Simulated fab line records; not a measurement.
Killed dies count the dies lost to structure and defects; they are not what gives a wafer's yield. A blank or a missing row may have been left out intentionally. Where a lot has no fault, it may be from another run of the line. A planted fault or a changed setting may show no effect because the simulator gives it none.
Matching of chambers | flow sfqLine | SFQ_TRILAYER_I5_ETCH_VIA_ETCH_147 on rieDiel-03: 4 sister chambers
The step etches the open film in CHF3, stops on Nb, target depth 360 nm. 4 wafers are shown with their chamber, then 8 later ones without.

## WAFERS, EACH WITH ITS CHAMBER
wafer  | chamber | drypumpMotorCurrentA (A)
L905.1 | 1       | 5.4
L905.5 | 2       | 5.8
L907.6 | 3       | 5.9
L910.1 | 0       | 4.8

## WAFERS WHOSE CHAMBER IS MISSING
wafer  | drypumpMotorCurrentA (A)
L910.4 | 5.8
L910.6 | 5.4
L911.2 | 4.7
L911.3 | 5.9
L911.5 | 5.9
L915.1 | 5.7
L915.3 | 5.4
L915.5 | 5.9

## WHICH CHAMBER EACH WENT THROUGH
wafer  | from the rows above | in truth
L910.4 | 2                   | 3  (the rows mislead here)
L910.6 | 1                   | 1
L911.2 | 0                   | 0
L911.3 | 3                   | 3
L911.5 | 3                   | 3
L915.1 | 2                   | 2
L915.3 | 1                   | 1
L915.5 | 3                   | 3
Correctly placed: 7 of 8. Not placeable from these rows: 0. Number placed wrongly: 1.
How it was worked out, from the rows above alone: a wafer's distance from a chamber is the root of the sum, over the readings, of the square of ((its reading less the chamber's mean) divided by the reading's scatter). If the next closest chamber is less than 2 further off than the closest, the wafer can't be placed; otherwise it belongs to the closest. A chamber's mean is the mean of its shown wafers. The scatter: root of mean squared gap, hidden wafer to nearest shown wafer, with one shown wafer a chamber.
